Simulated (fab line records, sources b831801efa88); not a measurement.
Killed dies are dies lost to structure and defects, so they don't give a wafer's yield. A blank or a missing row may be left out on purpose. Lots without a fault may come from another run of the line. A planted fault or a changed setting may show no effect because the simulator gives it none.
A struck lot beside a sound one | flow sky130 | 16 steps out of a route of 708
Sound: wafers L167.2, L167.5, L167.6. Struck: wafers L176.1, L176.3, L176.6. The cause comes at the end.
At each step with rows: each side's tool, then ch and its chambers, then its first start. Under that, the readings that differ: sound wafers | struck wafers | difference of the means | sigmas: that difference in standard deviations of wafers without a fault.
alike: readings whose means differ by less than 2 such deviations, and words and numbers that are the same on both sides. not compared: withheld readings, readings that some wafer has no value for, bounds like >300 that may hide the same value, and numbers for which the record gives no deviation and whose values overlap.
The two part at a step that has a row with sigmas, a row that says differs or no value, or rows on one side only. Numbers that don't overlap but have no deviation are shown without sigmas and don't part them. A reading that every wafer of one side lacks parts them only if that side has two wafers or more.

first, 5 steps without rows for these wafers: SKY_POLY_GATE_COAT_08 (resist thk 450 nm); SKY_POLY_GATE_SOFTBAKE_09 (time 90 s); SKY_POLY_GATE_EXPOSE_10 (exposes mask P1M, target cd 150 nm); SKY_POLY_GATE_PEB_11; SKY_POLY_GATE_DEVELOP_12 (develop time 60 s).
SKY_POLY_GATE_CD_MEAS_13: target cd 150 nm.
  sound on cd_sem-01, day 17 07:44; struck on cd_sem-02, day 20 07:22
  alike: cd_nm
SKY_POLY_GATE_OVL_MEAS_14:
  sound on overlay-01, day 17 07:50; struck on overlay-02, day 20 07:29
  alike: POLY_GATE_OVL
SKY_POLY_GATE_ETCH_15: etches BARC in N2/H2, stops on SiO2, time 118.5 s, target depth 110 nm.
  sound on rie_diel-04 ch 1,2,3, day 17 07:52; struck on rie_diel-01 ch 0,2, day 20 07:32
  alike: bias_w, drypump_motor_current_A, h2_flow_sccm, oes_product_au, rf_fwd_power_W, throttle_valve_pct
  not compared: rf_hours_counter_h
SKY_POLY_GATE_ETCH_16: etches Si3N4 in CH3F/O2, stops on poly-Si, time 147.5 s, target depth 75 nm.
  sound on rie_diel-04 ch 1,2,3, day 17 07:58; struck on rie_diel-01 ch 0,2, day 20 07:37
  alike: bias_w, drypump_motor_current_A, oes_product_au, rf_fwd_power_W, throttle_valve_pct
  not compared: rf_hours_counter_h
SKY_POLY_GATE_ETCH_17: etches poly-Si in HBr/Cl2, stops on SiO2, target depth 180 nm, time 70.5 s.
  sound on rie_si-02 ch 0,2,3, day 17 08:03; struck on rie_si-01 ch 0,1, day 20 07:43
  alike: bias_w, drypump_motor_current_A, oes_product_au, rf_fwd_power_W, throttle_valve_pct
  not compared: rf_hours_counter_h
SKY_POLY_GATE_STRIP_18: strips in O2/N2.
  sound on plasma_asher-03 ch 0,1, day 17 08:07; struck on plasma_asher-04 ch 0, day 20 07:46
  alike: drypump_motor_current_A, oes_product_au, strip_time_to_endpoint_s
  not compared: rf_hours_counter_h
then, 1 step without rows for these wafers: SKY_POLY_GATE_CLEAN_19 (cleans in SC1/SC2, time 150 s).
SKY_POLY_GATE_OXIDATION_20: stabilise 600 s, purge 300 s, target thk 4 nm.
  sound on furnace-01 ch 0, day 17 14:53; struck on furnace-02 ch 0, day 20 07:55
  reading                                          | sound             | struck            | difference | sigmas
  spike_tc_centre_C (C)                            | 850.0 850.0 849.2 | 900.7 901.1 900.1 | +50.9      | +46
  spike_tc_lower_C (C)                             | 850.0 849.6 849.7 | 843.0 844.6 842.9 | -6.3       | -6
  spike_tc_upper_C (C)                             | 850.2 849.4 848.7 | 843.9 844.8 843.7 | -5.3       | -4
  zone_power_centre_pct (%)                        | 17.3 16.6 17.1    | 38.4 38.3 37.8    | +21.2      | +21
  zone_power_lower_pct (%)                         | 17.9 17.7 17.9    | 7.5 7.6 7.7       | -10.2      | -13
  zone_power_upper_pct (%)                         | 15.04 14.98 15.11 | 7.07 7.05 7.00    | -8.00      | -36
  model.SiO2_of_POLY_GATE_OXIDATION_20.thk_nm (nm) | 4.012 3.913 3.928 | 4.078 4.266 4.796 | +0.429     |
SKY_POLY_GATE_THK_MEAS_21:
  sound on film_metro-04, day 17 16:08; struck on film_metro-04, day 20 09:10
  reading                      | sound          | struck         | difference | sigmas
  POLY_GATE_OXIDATION_THK (nm) | 3.96 3.88 3.92 | 4.04 4.25 4.83 | +0.45      | +6
SKY_POLY_GATE_CD_MEAS_22:
  sound on cd_sem-01, day 17 16:13; struck on cd_sem-02, day 20 09:13
  alike: cd_nm
-- the record jumps here: 28 days lie between the struck wafers' starts before and after (it left off in module POLY_GATE and takes up again in module PAD_OPEN, whose first step shown is number 708 of the route) --
SKY_PAD_OPEN_PROBE_99:
  sound on prober-01, day 46 16:04; struck on prober-01, day 48 12:05
  reading                         | sound             | struck            | difference | sigmas
  killed_at_M0_to_M3              | 59 49 54          | 35 42 35          | -17        | -2
  model.etest.tip_p.rs_ohm_sq     | 6758 6776 6723    | 6972 6976 7038    | +243       |
  model.etest.tip_n.rs_ohm_sq     | 442.9 439.7 439.6 | 443.4 443.3 455.2 | +6.6       |
  model.etest.res_ndiff.rs_ohm_sq | 120.8 120.8 120.4 | 120.9 121.5 122.7 | +1.0       |
  alike: killed_at_M4_up, killed_at_contacts, killed_at_front_end, killed_at_other, killed_dies, killed_open, killed_short
  not compared: model.etest.tip_sonos.rs_ohm_sq, model.etest.res_pdiff.line_ohm_um, model.etest.res_pdiff.rs_ohm_sq

WHERE THEY PART
First at SKY_POLY_GATE_OXIDATION_20; last, within this record, at SKY_PAD_OPEN_PROBE_99.

WHY: what the simulator had put in
Process parameter drift: furnace-02, from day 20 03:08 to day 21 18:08, at SKY_POLY_GATE_OXIDATION_20. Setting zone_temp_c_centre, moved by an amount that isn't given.
